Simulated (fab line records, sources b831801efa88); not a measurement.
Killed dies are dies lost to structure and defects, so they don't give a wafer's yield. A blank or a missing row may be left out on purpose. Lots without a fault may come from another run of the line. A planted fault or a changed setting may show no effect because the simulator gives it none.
fab line records | flow sfq_line | part 1 of 2: steps 1 to 24 of 33
record lots=5 wafers=15 last_day=84
route steps=325 shown M6@263 I6@266 M7@281 I7@296
lots that met no fault: from a run of the same line without faults
start_h: hours from the record's first day to the start of the lot's first wafer shown | wait_h: hours since the lot's step before | " the same as in the row above | L1.1+2: a row that stands for several wafers | - no value, or no start given | * or withheld: withheld | < > ~ a bound
route shown NAME@n: a module of which the file shows steps, and the number in the route of the first | usual: mean/standard deviation of fault-free wafers | same: alike in all rows | chamber/n: place in a boat | sites: the reading at each site | _std_site: their standard deviation | _edge_site: outer sites' mean less inner sites' | radius_mm: how far each site lies from the wafer's centre | mask NAME#n: copy n | behind: the tool/chamber that last shaped the wafer | hold: why the lot was held/for how many hours/how that ended | device: the transistor (n, p or np) that didn't switch | end of line: the same wafers' tests at the end of the route | a step without rows: its recipe alone | killed: dies lost to structure and defects at the first sort, not the wafer's yield | map: a wafer's dies, x killed, . not, _ none there
set.NAME: the setting as run; set.NAME@STEP: as run at that earlier step | model.NAME: the simulator's own value behind a step, which no gauge read
lots at some steps of the route; a table a step, a row a wafer
services: from which hour (start_h, from the record's first day; less than 0 if before it) a tool's chamber was out of use, for how many hours, and why
## steps
# step SFQ_TRILAYER_M6_ETCH_METAL_ETCH_162
# recipe target=Nb stop_on=SiO2 mask_material=PR chemistry=Cl2/Ar target_depth_nm=240 icp_w=600 bias_w=80 pressure_mtorr=10 time_s=120
# usual drypump_motor_current_A=5.8/0.34 oes_product_au=0.892/0.0086
# columns lot.wafer tool chamber start_h wait_h drypump_motor_current_A oes_product_au rf_hours_counter_h
L076.1 rie_metal-01 0 1576.89 0.0 5.9 0.897 38
L076.2 " 1 " " 6.2 0.893 99
L076.4 " 1 " " 6.2 0.896 -
L083.1 rie_metal-04 0 1632.76 0.0 5.8 0.882 30
L083.3 " 0 " " 5.8 0.886 -
L083.5 " 1 " " 5.5 0.883 -
L087.3 rie_metal-03 0 1652.15 0.1 5.2 0.877 -
L087.4 " 1 " " 6.0 0.882 -
L087.5 " 0 " " 5.1 0.888 -
L089.2 rie_metal-01 1 1661.71 0.0 6.2 0.903 114
L089.3 " 0 " " 5.9 0.896 -
L089.5 " 0 " " 5.9 0.900 -
L094.1 rie_metal-03 1 1677.37 0.1 6.0 0.904 86
L094.4 " 1 " " 6.0 0.901 -
L094.5 " 1 " " 6.0 0.894 -
# step SFQ_TRILAYER_M6_STRIP_STRIP_163
# recipe gas=O2 power_w=200 platen_temp_c=40 overash_fraction=0.65 chemistry=O2 pressure_mtorr=50
# usual drypump_motor_current_A=5.8/0.34 oes_product_au=0.997/0.0076
# columns lot.wafer tool chamber start_h wait_h drypump_motor_current_A oes_product_au rf_hours_counter_h
L076.1 rie_metal-01 0 1577.02 0.1 5.9 0.993 38
L076.2 " 1 " " 6.2 0.999 99
L076.4 " 1 " " 6.2 0.990 -
L083.1 rie_metal-04 0 1632.89 0.1 5.8 0.987 30
L083.3 " 0 " " 5.8 0.986 -
L083.5 " 1 " " 5.5 0.995 -
L087.3 rie_metal-03 0 1652.44 0.2 5.2 0.997 -
L087.4 " 1 " " 5.9 0.998 -
L087.5 " 0 " " 5.2 0.998 -
L089.2 rie_metal-01 1 1661.84 0.1 6.2 1.000 114
L089.3 " 0 " " 5.9 0.995 -
L089.5 " 0 " " 5.9 0.988 -
L094.1 rie_metal-03 1 1677.62 0.2 6.0 1.006 86
L094.4 " 1 " " 6.0 1.005 -
L094.5 " 1 " " 6.0 1.008 -
# step SFQ_TRILAYER_M6_STRIP_SOLV_CLEAN_164
# recipe chemistry=NMP temp_c=70 time_s=600
# columns lot.wafer tool chamber start_h wait_h
L076.1+2+4 wet_bench-03 5,7,6 1577.62 0.4
L083.1+3+5 wet_bench-02 6,2,7 1633.49 0.4
L087.3+4+5 wet_bench-04 1,0,5 1652.84 0.2
L089.2+3+5 wet_bench-03 2,4,3 1662.44 0.4
L094.1+4+5 wet_bench-04 5,4,7 1678.82 1.0
# step SFQ_TRILAYER_I6_DEP_PECVD_165
# recipe material=SiO2 temp_c=150 time_s=111.11 pressure_torr=2.4 rf_w=183.3 precursor=SiH4/N2O target_thk_nm=500
# usual heater_power_w=83/14 throttle_valve_pct=24.5/1.9
# columns lot.wafer tool chamber start_h wait_h heater_power_w since_wet_clean_h throttle_valve_pct
L076.1 pecvd-04 1 1577.79 0.0 66 247 24.1
L076.2 " 2 " " 115 247 22.4
L076.4 " 1 " " 68 - 23.4
L083.1 pecvd-04 0 1633.66 0.0 80 303 23.7
L083.3 " 1 " " 74 303 23.7
L083.5 " 1 " " 74 - 23.8
L087.3 pecvd-04 0 1653.01 0.0 71 322 23.7
L087.4 " 1 " " 74 - 23.8
L087.5 " 2 " " 113 - 22.3
L089.2 pecvd-01 2 1662.61 0.0 68 1454 25.3
L089.3 " 1 " " 72 1454 23.7
L089.5 " 1 " " 76 - 23.6
L094.1 pecvd-02 1 1679.17 0.0 87 732 23.1
L094.4 " 0 " " 101 - 24.7
L094.5 " 1 " " 92 - 22.8
# step SFQ_TRILAYER_I6_CMP_CMP_166
# recipe material=SiO2 down_force_psi=3 platen_rpm=60 pad_velocity_m_s=0.94248
# usual motor_current_A=9.9/0.73 time_to_endpoint_s=212/8.1
# columns lot.wafer tool chamber start_h wait_h motor_current_A time_to_endpoint_s
L076.2 cmp-01 1 1578.49 0.7 10.4 206
L076.1 " 3 1579.49 1.7 9.9 214
L076.4 " 0 " " 11.4 210
L083.3 cmp-01 3 1677.74 44.0 9.8 210
L083.1 " 0 " " 10.9 205
L083.5 " 2 1679.24 45.5 10.4 214
L087.3 cmp-02 3 1695.34 42.3 10.4 217
L087.4 " 1 1696.34 43.3 9.5 219
L087.5 " 3 1697.34 44.3 10.1 215
L089.3 cmp-02 3 1704.34 41.7 10.7 201
L089.2 " 0 " " 10.0 215
L089.5 " 2 1705.84 43.2 8.9 216
L094.1 cmp-01 3 1719.74 40.5 9.8 209
L094.4 " 0 " " 10.8 204
L094.5 " 2 1721.24 42.0 10.5 207
# step SFQ_I6_BOW_MEAS_941
# recipe mode=bow
# usual I6_BOW=8/9.3
# columns lot.wafer tool chamber start_h wait_h I6_BOW[um]
L076.1 film_metro-04 - 1581.49 1.5 -1
L076.2 " - " " -8
L076.4 " - " " -12
L083.1 film_metro-02 - 1680.24 1.5 18
L083.3 " - " " 15
L083.5 " - " " 6
L087.3 film_metro-02 - 1697.88 2.0 9
L087.4 " - " " 21
L087.5 " - " " 3
L089.2 film_metro-02 - 1706.86 1.5 18
L089.3 " - " " 19
L089.5 " - " " 14
L094.1 film_metro-03 - 1722.24 2.0 -12
L094.4 " - " " -6
L094.5 " - " " 4
# step SFQ_TRILAYER_I6_METRO_MEASURE_167
# usual thk_nm=199.8/1.3
# columns lot.wafer tool chamber start_h wait_h thk_nm
L076.1 film_metro-04 - 1581.61 0.1 200.1
L076.2 " - " " 198.8
L076.4 " - " " 197.8
L083.1 film_metro-02 - 1680.36 0.1 199.1
L083.3 " - " " 200.3
L083.5 " - " " 199.7
L087.3 film_metro-02 - 1698.36 0.5 200.4
L087.4 " - " " 201.1
L087.5 " - " " 200.6
L089.2 film_metro-02 - 1707.16 0.3 199.1
L089.3 " - " " 197.8
L089.5 " - " " 198.6
L094.1 film_metro-03 - 1722.36 0.1 201.2
L094.4 " - " " 200.3
L094.5 " - " " 199.0
# step SFQ_TRILAYER_I6_VIA_LITHO_COAT_174
# recipe resist=BARC spin_rpm=3000 resist_thk_nm=63.19
# usual resist_line_temp_C=22.99/0.11
# columns lot.wafer tool chamber start_h wait_h resist_line_temp_C
L076.1 litho_track-03 0 1582.81 1.0 22.90
L076.2 " 0 " " 22.90
L076.4 " 0 " " 23.01
L083.1 litho_track-03 0 1681.56 1.0 22.93
L083.3 " 0 " " 22.82
L083.5 " 0 " " 22.63
L087.3 litho_track-03 0 1699.26 0.7 23.00
L087.4 " 0 " " 22.97
L087.5 " 0 " " 23.00
L089.2 litho_track-03 0 1708.21 0.8 23.04
L089.3 " 0 " " 22.88
L089.5 " 0 " " 22.99
L094.1 litho_track-03 0 1723.56 1.0 22.93
L094.4 " 0 " " 22.91
L094.5 " 0 " " 22.91
# step SFQ_TRILAYER_I6_VIA_LITHO_COAT_169
# recipe resist=KrF spin_rpm=3000 resist_thk_nm=650
# usual resist_line_temp_C=23.00/0.1
# columns lot.wafer tool chamber start_h wait_h resist_line_temp_C
L076.1 litho_track-03 0 1583.11 0.2 22.97
L076.2 " 0 " " 22.90
L076.4 " 0 " " 22.94
L083.1 litho_track-03 0 1681.86 0.2 23.07
L083.3 " 0 " " 22.96
L083.5 " 0 " " 23.08
L087.3 litho_track-03 0 1699.56 0.2 22.97
L087.4 " 0 " " 22.87
L087.5 " 0 " " 22.78
L089.2 litho_track-03 0 1708.51 0.2 22.85
L089.3 " 0 " " 22.87
L089.5 " 0 " " 22.88
L094.1 litho_track-03 0 1723.86 0.2 22.96
L094.4 " 0 " " 22.97
L094.5 " 0 " " 23.01
# step SFQ_TRILAYER_I6_VIA_LITHO_SOFTBAKE_173
# recipe temp_c=withheld time_s=withheld resist=KrF
# usual resist_line_temp_C=*
# columns lot.wafer tool chamber start_h wait_h resist_line_temp_C
L076.1 litho_track-03 0 1583.41 0.2 *
L076.2 " 0 " " *
L076.4 " 0 " " *
L083.1 litho_track-03 0 1682.16 0.2 *
L083.3 " 0 " " *
L083.5 " 0 " " *
L087.3 litho_track-03 0 1699.81 0.2 *
L087.4 " 0 " " *
L087.5 " 0 " " *
L089.2 litho_track-03 0 1708.78 0.2 *
L089.3 " 0 " " *
L089.5 " 0 " " *
L094.1 litho_track-03 0 1724.16 0.2 *
L094.4 " 0 " " *
L094.5 " 0 " " *
# step SFQ_TRILAYER_I6_VIA_LITHO_EXPOSE_170
# recipe mask_id=I6 na=0.6 source_shape=conventional sigma_outer=0.65 target_cd_nm=700 dose_mj=21.3
# usual focus_offset_nm=0.1/0.51
# same sigma_outer=0.65
# columns lot.wafer tool chamber start_h wait_h mask focus_offset_nm
L076.1 krf_scanner-01 0 1684.11 - I6#0 0.3
L076.2 " 0 " " I6#0 -0.1
L076.4 " 0 " " I6#0 0.0
L083.1 krf_scanner-01 0 1750.36 - I6#0 -0.4
L083.3 " 0 " " I6#0 0.8
L083.5 " 0 " " I6#0 0.5
L087.3 krf_scanner-01 0 1777.41 - I6#0 0.7
L087.4 " 0 " " I6#0 0.1
L087.5 " 0 " " I6#0 -0.1
L089.2 krf_scanner-02 0 1794.14 - I6#0 0.4
L089.3 " 0 " " I6#0 0.2
L089.5 " 0 " " I6#0 -0.3
L094.1 krf_scanner-02 0 1816.74 - I6#0 0.2
L094.4 " 0 " " I6#0 0.3
L094.5 " 0 " " I6#0 0.3
# step SFQ_TRILAYER_I6_VIA_LITHO_PEB_172
# recipe peb_temp_c=115 peb_time_s=60 resist=KrF
# usual resist_line_temp_C=23.00/0.1
# columns lot.wafer tool chamber start_h wait_h resist_line_temp_C
L076.1 litho_track-02 0 1685.31 1.0 23.03
L076.2 " 0 " " 23.18
L076.4 " 0 " " 22.96
L083.1 litho_track-04 0 1751.56 1.0 23.04
L083.3 " 0 " " 22.94
L083.5 " 0 " " 22.96
L087.3 litho_track-04 0 1778.26 0.7 22.89
L087.4 " 0 " " 22.92
L087.5 " 0 " " 22.98
L089.2 litho_track-02 0 1795.16 0.8 23.00
L089.3 " 0 " " 22.99
L089.5 " 0 " " 22.95
L094.1 litho_track-02 0 1817.94 1.0 23.03
L094.4 " 0 " " 23.03
L094.5 " 0 " " 23.17
# step SFQ_TRILAYER_I6_VIA_LITHO_DEVELOP_171
# recipe time_s=60 resist=KrF
# usual resist_line_temp_C=23.01/0.099
# columns lot.wafer tool chamber start_h wait_h resist_line_temp_C
L076.1 litho_track-02 0 1685.46 0.1 22.99
L076.2 " 0 " " 23.06
L076.4 " 0 " " 23.01
L083.1 litho_track-04 0 1751.71 0.1 22.92
L083.3 " 0 " " 22.77
L083.5 " 0 " " 23.01
L087.3 litho_track-04 0 1778.41 0.1 22.89
L087.4 " 0 " " 22.99
L087.5 " 0 " " 22.95
L089.2 litho_track-02 0 1795.31 0.1 22.91
L089.3 " 0 " " 23.02
L089.5 " 0 " " 22.88
L094.1 litho_track-02 0 1818.09 0.1 22.95
L094.4 " 0 " " 23.08
L094.5 " 0 " " 23.11
# step SFQ_I6_OVL_MEAS_942
# usual I6_OVL=0/6.8
# columns lot.wafer tool chamber start_h wait_h I6_OVL[nm]
L076.1 overlay-01 - 1685.61 0.1 0
L076.2 " - " " -13
L076.4 " - " " -11
L083.1 overlay-02 - 1751.86 0.1 8
L083.3 " - " " 1
L083.5 " - " " 3
L087.3 overlay-01 - 1778.53 0.1 5
L087.4 " - " " 13
L087.5 " - " " 2
L089.2 overlay-02 - 1795.45 0.1 10
L089.3 " - " " 2
L089.5 " - " " 0
L094.1 overlay-01 - 1818.24 0.1 -9
L094.4 " - " " -1
L094.5 " - " " -13
# step SFQ_TRILAYER_I6_VIA_BARC_OPEN_VIA_ETCH_235
# recipe mask_material=PR chemistry=O2 target_depth_nm=125 target=BARC source_w=500 bias_w=80 pressure_mtorr=30 time_s=41.7
# usual drypump_motor_current_A=5.7/0.4 oes_product_au=0.691/0.0044
# columns lot.wafer tool chamber start_h wait_h drypump_motor_current_A oes_product_au rf_hours_counter_h
L076.1 rie_diel-03 0 1685.65 0.0 5.8 0.688 1
L076.2 " 1 " " 6.0 0.698 15
L076.4 " 3 " " 5.9 0.691 13
L083.1 rie_diel-03 1 1751.90 0.0 5.9 0.687 16
L083.3 " 3 " " 5.9 0.688 14
L083.5 " 0 " " 5.8 0.691 -
L087.3 rie_diel-04 3 1778.55 0.0 6.3 0.690 10
L087.4 " 1 " " 6.2 0.694 3
L087.5 " 0 " " 6.0 0.689 -
L089.2 rie_diel-01 3 1795.48 0.0 5.1 0.691 17
L089.3 " 0 " " 5.7 0.696 19
L089.5 " 1 " " 5.1 0.692 -
L094.1 rie_diel-03 1 1818.28 0.0 6.0 0.689 17
L094.4 " 2 " " 5.7 0.689 16
L094.5 " 1 " " 5.9 0.686 -
# step SFQ_TRILAYER_I6_VIA_ETCH_VIA_ETCH_172
# recipe target=SiO2 stop_on=Nb mask_material=PR taper_deg=20 chemistry=CHF3 target_depth_nm=260 source_w=500 bias_w=80 pressure_mtorr=30 time_s=withheld
# usual drypump_motor_current_A=5.7/0.4 oes_product_au=0.854/0.0049
# columns lot.wafer tool chamber start_h wait_h drypump_motor_current_A oes_product_au
L076.1 rie_diel-03 0 1685.69 0.0 5.8 0.853
L076.2 " 1 " " 6.0 0.853
L076.4 " 3 " " 5.9 0.846
L083.1 rie_diel-03 1 1751.94 0.0 6.0 0.849
L083.3 " 3 " " 5.9 0.851
L083.5 " 0 " " 5.8 0.848
L087.3 rie_diel-04 3 1778.59 0.0 6.3 0.856
L087.4 " 1 " " 6.2 0.853
L087.5 " 0 " " 6.1 0.853
L089.2 rie_diel-01 3 1795.52 0.0 5.1 0.843
L089.3 " 0 " " 5.8 0.851
L089.5 " 1 " " 5.1 0.846
L094.1 rie_diel-03 1 1818.32 0.0 6.0 0.859
L094.4 " 2 " " 5.7 0.855
L094.5 " 1 " " 6.0 0.852
# step SFQ_TRILAYER_I6_VIA_STRIP_STRIP_173
# recipe gas=O2 power_w=200 platen_temp_c=40 overash_fraction=0.65 chemistry=O2 pressure_mtorr=50
# usual drypump_motor_current_A=6.0/0.41 oes_product_au=0.996/0.009
# columns lot.wafer tool chamber start_h wait_h drypump_motor_current_A oes_product_au rf_hours_counter_h
L076.1 rie_metal-02 0 1685.80 - 6.7 0.998 52
L076.2 " 1 " " 5.4 0.978 47
L076.4 " 1 " " 5.4 0.981 -
L083.1 rie_metal-02 1 1752.05 - 5.5 0.977 56
L083.3 " 0 " " 6.7 0.993 -
L083.5 " 1 " " 5.4 0.992 -
L087.3 rie_metal-04 0 1778.90 - 5.8 0.992 -
L087.4 " 1 " " 5.5 0.991 -
L087.5 " 0 " " 5.8 0.986 -
L089.2 rie_metal-02 1 1795.63 - 5.4 0.990 60
L089.3 " 0 " " 6.7 1.006 -
L089.5 " 0 " " 6.7 1.002 -
L094.1 rie_metal-02 0 1818.43 - 6.6 1.011 67
L094.4 " 1 " " 5.4 0.991 -
L094.5 " 1 " " 5.4 1.002 -
# step SFQ_TRILAYER_I6_VIA_STRIP_SOLV_CLEAN_174
# recipe chemistry=NMP temp_c=70 time_s=600
# columns lot.wafer tool chamber start_h wait_h
L076.1+2+4 wet_bench-02 0,6,1 1686.40 0.4
L083.1+3+5 wet_bench-03 4,5,3 1752.65 0.4
L087.3+4+5 wet_bench-02 2,6,1 1779.30 0.2
L089.2+3+5 wet_bench-01 7,2,3 1796.23 0.4
L094.1+4+5 wet_bench-01 3,0,4 1819.03 0.4
# step SFQ_TRILAYER_M7_DEP_PRE_CLEAN_176
# recipe gas=Ar time_s=22.5 bias_v=250
# columns lot.wafer tool chamber start_h wait_h
L076.1+2+4 pvd_sputter-05 - 1686.58 0.0
L083.1+3+5 pvd_sputter-04 - 1752.83 0.0
L087.3+4+5 pvd_sputter-04 - 1779.48 0.0
L089.2+3+5 pvd_sputter-03 - 1796.40 0.0
L094.1+4+5 pvd_sputter-05 - 1819.20 0.0
# step SFQ_TRILAYER_M7_DEP_SPUTTER_175
# recipe material=Nb base_pressure_pa=1.33e-06 chamber_pressure_pa=0.1333 substrate_temp_c=20 target_thk_nm=200 power_w=2000 time_s=133.3
# usual throttle_valve_pct=30.5/1.2
# columns lot.wafer tool chamber start_h wait_h throttle_valve_pct
L076.1 pvd_sputter-05 - 1686.61 0.0 30.7
L076.2 " - " " 30.6
L076.4 " - " " 30.9
L083.1 pvd_sputter-04 - 1752.86 0.0 30.0
L083.3 " - " " 32.2
L083.5 " - " " 31.9
L087.3 pvd_sputter-04 - 1779.51 0.0 28.6
L087.4 " - " " 32.0
L087.5 " - " " 31.7
L089.2 pvd_sputter-03 - 1796.43 0.0 29.5
L089.3 " - " " 31.8
L089.5 " - " " 32.0
L094.1 pvd_sputter-05 - 1819.23 0.0 30.7
L094.4 " - " " 30.7
L094.5 " - " " 30.9
# step SFQ_M7_RS_MEAS_943
# recipe thk_meas_gauge=four-point-probe reads=Nb_of_TRILAYER_M7_DEP_SPUTTER_175
# usual M7_NB_RS=0.888/0.0097
# columns lot.wafer tool chamber start_h wait_h M7_NB_RS[ohm/sq]
L076.1 film_metro-02 - 1686.70 0.0 0.886
L076.2 " - " " 0.883
L076.4 " - " " 0.890
L083.1 film_metro-04 - 1752.95 0.0 0.901
L083.3 " - " " 0.902
L083.5 " - " " 0.898
L087.3 film_metro-02 - 1779.64 0.1 0.883
L087.4 " - " " 0.882
L087.5 " - " " 0.884
L089.2 film_metro-01 - 1796.54 0.1 0.858
L089.3 " - " " 0.878
L089.5 " - " " 0.879
L094.1 film_metro-01 - 1819.32 0.0 0.896
L094.4 " - " " 0.892
L094.5 " - " " 0.899
# step SFQ_TRILAYER_M7_LITHO_COAT_182
# recipe resist=BARC spin_rpm=3000 resist_thk_nm=62
# usual resist_line_temp_C=22.98/0.11
# columns lot.wafer tool chamber start_h wait_h resist_line_temp_C
L076.1 litho_track-01 0 1686.88 0.1 22.75
L076.2 " 0 " " 23.00
L076.4 " 0 " " 23.00
L083.1 litho_track-01 0 1753.13 0.1 23.03
L083.3 " 0 " " 23.04
L083.5 " 0 " " 22.99
L087.3 litho_track-03 0 1779.88 0.1 23.02
L087.4 " 0 " " 22.95
L087.5 " 0 " " 22.93
L089.2 litho_track-03 0 1796.75 0.1 23.00
L089.3 " 0 " " 23.06
L089.5 " 0 " " 23.09
L094.1 litho_track-02 0 1819.50 0.1 22.91
L094.4 " 0 " " 22.94
L094.5 " 0 " " 22.91
# step SFQ_TRILAYER_M7_LITHO_COAT_177
# recipe resist=KrF spin_rpm=3000 resist_thk_nm=600
# usual resist_line_temp_C=22.97/0.099
# columns lot.wafer tool chamber start_h wait_h resist_line_temp_C
L076.1 litho_track-01 0 1687.18 0.2 23.04
L076.2 " 0 " " 22.86
L076.4 " 0 " " 23.04
L083.1 litho_track-01 0 1753.43 0.2 23.03
L083.3 " 0 " " 22.97
L083.5 " 0 " " 22.88
L087.3 litho_track-03 0 1780.18 0.2 23.12
L087.4 " 0 " " 23.10
L087.5 " 0 " " 22.96
L089.2 litho_track-03 0 1797.05 0.2 22.86
L089.3 " 0 " " 23.02
L089.5 " 0 " " 22.88
L094.1 litho_track-02 0 1819.80 0.2 22.87
L094.4 " 0 " " 22.94
L094.5 " 0 " " 22.90
# step SFQ_TRILAYER_M7_LITHO_SOFTBAKE_181
# recipe temp_c=withheld time_s=withheld resist=KrF
# usual resist_line_temp_C=*
# columns lot.wafer tool chamber start_h wait_h resist_line_temp_C
L076.1 litho_track-01 0 1687.48 0.2 *
L076.2 " 0 " " *
L076.4 " 0 " " *
L083.1 litho_track-01 0 1753.73 0.2 *
L083.3 " 0 " " *
L083.5 " 0 " " *
L087.3 litho_track-03 0 1780.43 0.2 *
L087.4 " 0 " " *
L087.5 " 0 " " *
L089.2 litho_track-03 0 1797.33 0.2 *
L089.3 " 0 " " *
L089.5 " 0 " " *
L094.1 litho_track-02 0 1820.10 0.2 *
L094.4 " 0 " " *
L094.5 " 0 " " *
